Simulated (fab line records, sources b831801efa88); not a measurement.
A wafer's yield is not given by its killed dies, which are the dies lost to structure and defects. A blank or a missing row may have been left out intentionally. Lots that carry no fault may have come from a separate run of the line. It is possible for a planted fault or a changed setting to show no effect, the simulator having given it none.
The tool behind it: which one? | flow sky130 | 12 lots, 35 wafers sampled, at 5 steps of a route of 708

== WHAT THE GAUGES SHOWED, per wafer ==
SKY_VT_ADJUST_PCH_OVL_MEAS_07. Usual: VT_ADJUST_PCH_OVL typically reads 0.2 nm, with standard deviation 1.8.
lot  | measured     | on         | VT_ADJUST_PCH_OVL (nm) | flag
L952 | day 10 14:18 | overlay-01 | -0.3 -0.9 -2.5         |
L953 | day 10 21:18 | overlay-02 | -0.2 1.0 -0.1          |
L954 | day 11 09:57 | overlay-02 | -2.4 -0.5 -0.1         |
L955 | day 11 17:45 | overlay-01 | -1.6 -1.1 -0.8         |
L956 | day 11 21:32 | overlay-01 | -1.7 -2.7 0.2          |
L957 | day 12 04:11 | overlay-02 | -0.7 -0.8 -0.6         |
L958 | day 12 14:56 | overlay-02 | -1.1 -2.1 -2.3         |
L959 | day 12 22:42 | overlay-01 | 2.1 0.8 3.2            |
L960 | day 13 04:45 | overlay-01 | -1.2 1.6 1.0           |
L965 | day 14 15:32 | overlay-01 | 1.5 1.9                |
L971 | day 16 16:42 | overlay-02 | 0.5 0.4 -1.5           |
L974 | day 18 14:47 | overlay-02 | -2.0 -0.5 -1.4         |

SKY_VT_ADJUST_PCH_TW_MEAS_10. Usual: VT_ADJUST_PCH_TW typically reads 143.3, with standard deviation 1.4.
lot  | measured     | on            | VT_ADJUST_PCH_TW  | flag
L952 | day 10 14:35 | film_metro-02 | 140.6 140.7 141.8 |
L953 | day 10 21:35 | film_metro-01 | 144.3 143.9 144.0 |
L954 | day 11 10:14 | film_metro-01 | 145.3 144.2 145.3 |
L955 | day 11 18:02 | film_metro-03 | 143.1 144.0 143.8 |
L956 | day 11 21:49 | film_metro-01 | 145.3 143.9 144.9 |
L957 | day 12 04:29 | film_metro-01 | 144.8 145.0 144.9 |
L958 | day 12 15:14 | film_metro-03 | 143.7 143.7 143.1 |
L959 | day 12 22:59 | film_metro-02 | 142.0 141.8 141.6 |
L960 | day 13 05:02 | film_metro-02 | 142.5 142.3 142.6 |
L965 | day 14 15:50 | film_metro-03 | 143.4 144.1       |
L971 | day 16 16:59 | film_metro-01 | 144.8 144.5 144.7 |
L974 | day 18 15:04 | film_metro-01 | 142.8 144.2 144.2 |

SKY_METAL4_CD_MEAS_13 targets a cd of 300 nm. Usual: cd_nm 299.8 nm, standard deviation 1.4.
lot  | measured     | on        | cd_nm (nm)        | flag
L952 | day 41 21:15 | cd_sem-02 | 300.4 299.5 300.2 |
L953 | day 42 03:42 | cd_sem-02 | 299.3 298.2 298.9 |
L954 | day 42 13:26 | cd_sem-01 | 301.5 299.9 299.4 |
L955 | day 42 21:24 | cd_sem-02 | 297.5 298.9 297.3 |
L956 | day 43 06:26 | cd_sem-01 | 300.5 300.4 300.0 |
L957 | day 43 09:46 | cd_sem-02 | 298.6 299.0 298.2 |
L958 | day 43 19:10 | cd_sem-02 | 301.6 300.7 300.6 |
L959 | day 44 03:16 | cd_sem-02 | 299.3 300.8 300.4 |
L960 | day 44 05:29 | cd_sem-01 | 301.9 301.2 300.1 |
L965 | day 45 10:10 | cd_sem-01 | 274.5 274.4       | OFF
L971 | day 46 21:11 | cd_sem-02 | 299.2 299.9 298.9 |
L974 | day 48 13:48 | cd_sem-01 | 301.1 300.4 299.9 |

== EACH LOT AND THE TOOL THAT RAN IT (in order: tool; ch and the chambers of the sampled wafers; start) ==
lot  | SKY_VT_ADJUST_HVTR_STRIP_10          | SKY_METAL4_EXPOSE_10
L952 | plasma_asher-03 ch 0, day 9 15:55    | krf_scanner-01 ch 0, day 41 10:10
L953 | plasma_asher-01 ch 0, day 9 23:14    | krf_scanner-01 ch 0, day 41 15:48
L954 | plasma_asher-03 ch 0,1, day 10 10:14 | krf_scanner-01 ch 0, day 42 01:54
L955 | plasma_asher-01 ch 1, day 10 18:31   | krf_scanner-02 ch 0, day 42 09:46
L956 | plasma_asher-03 ch 0,1, day 10 21:43 | krf_scanner-02 ch 0, day 42 18:51
L957 | plasma_asher-04 ch 0,1, day 11 05:13 | krf_scanner-02 ch 0, day 42 22:22
L958 | plasma_asher-03 ch 0,1, day 11 14:46 | krf_scanner-01 ch 0, day 43 08:06
L959 | plasma_asher-03 ch 0,1, day 11 21:47 | krf_scanner-02 ch 0, day 43 15:56
L960 | plasma_asher-03 ch 0,1, day 12 03:56 | krf_scanner-01 ch 0, day 43 18:07
L965 | plasma_asher-01 ch 1, day 13 13:38   | krf_scanner-02 ch 0, day 44 23:52
L971 | plasma_asher-01 ch 0,1, day 15 12:56 | krf_scanner-01 ch 0, day 46 11:08
L974 | plasma_asher-04 ch 0,1, day 17 09:10 | krf_scanner-02 ch 0, day 48 04:54
- SKY_VT_ADJUST_HVTR_STRIP_10: strips in O2/N2.
- SKY_METAL4_EXPOSE_10: exposes mask MM4, target cd 300 nm.

== AS READ BY THE TOOLS THEMSELVES (means over the sampled wafers that have a number; for cases with no such wafer, the mark the record gives instead) ==
SKY_VT_ADJUST_HVTR_STRIP_10. Usual: drypump_motor_current_A 5.6 A, standard deviation 0.34; oes_product_au 0.716 a.u., standard deviation 0.0045; strip_time_to_endpoint_s 14.17 s, standard deviation 0.042.
lot  | tool            | drypump_motor_current_A (A) | oes_product_au (a.u.) | strip_time_to_endpoint_s (s) | flag
L952 | plasma_asher-03 | 5.7                         | 0.714                 | 14.14                        |
L953 | plasma_asher-01 | 5.3                         | 0.718                 | 14.17                        |
L954 | plasma_asher-03 | 5.6                         | 0.715                 | 14.18                        |
L955 | plasma_asher-01 | 6.2                         | 0.717                 | 14.22                        |
L956 | plasma_asher-03 | 5.7                         | 0.717                 | 14.19                        |
L957 | plasma_asher-04 | 5.2                         | 0.716                 | 14.21                        |
L958 | plasma_asher-03 | 5.7                         | 0.716                 | 14.28                        |
L959 | plasma_asher-03 | 5.6                         | 0.716                 | 14.17                        |
L960 | plasma_asher-03 | 5.7                         | 0.718                 | 14.22                        |
L965 | plasma_asher-01 | 6.2                         | 0.721                 | 14.14                        |
L971 | plasma_asher-01 | 5.6                         | 0.712                 | 14.18                        |
L974 | plasma_asher-04 | 5.2                         | 0.713                 | 14.21                        |

== THE ANSWER, worked out from the rows above alone ==
Rule: take the mean of a lot's wafers that have a number; if it is more than 3 standard deviations from the usual mean, the lot is off. Also off: a lot with no number at a reading for which 4 or more lots have one. Any other lot the step has rows for is counted as sound. First the gauges in route order, then the tools' own readings, where a lot's mean is used as printed above. The first step at which some lot is off is used, and at that step the reading that is off furthest; a lot without a number counts as furthest.
Off: L965, at SKY_METAL4_CD_MEAS_13 (cd_nm).
If a tool, at a process step before that reading, ran all the lots that are off and no sound lot after the first of them, it fits. The gauges at SKY_METAL4_CD_MEAS_13 are tried like those tools. None of those tried fits.

== WHAT THE SIMULATOR PUT IN ==
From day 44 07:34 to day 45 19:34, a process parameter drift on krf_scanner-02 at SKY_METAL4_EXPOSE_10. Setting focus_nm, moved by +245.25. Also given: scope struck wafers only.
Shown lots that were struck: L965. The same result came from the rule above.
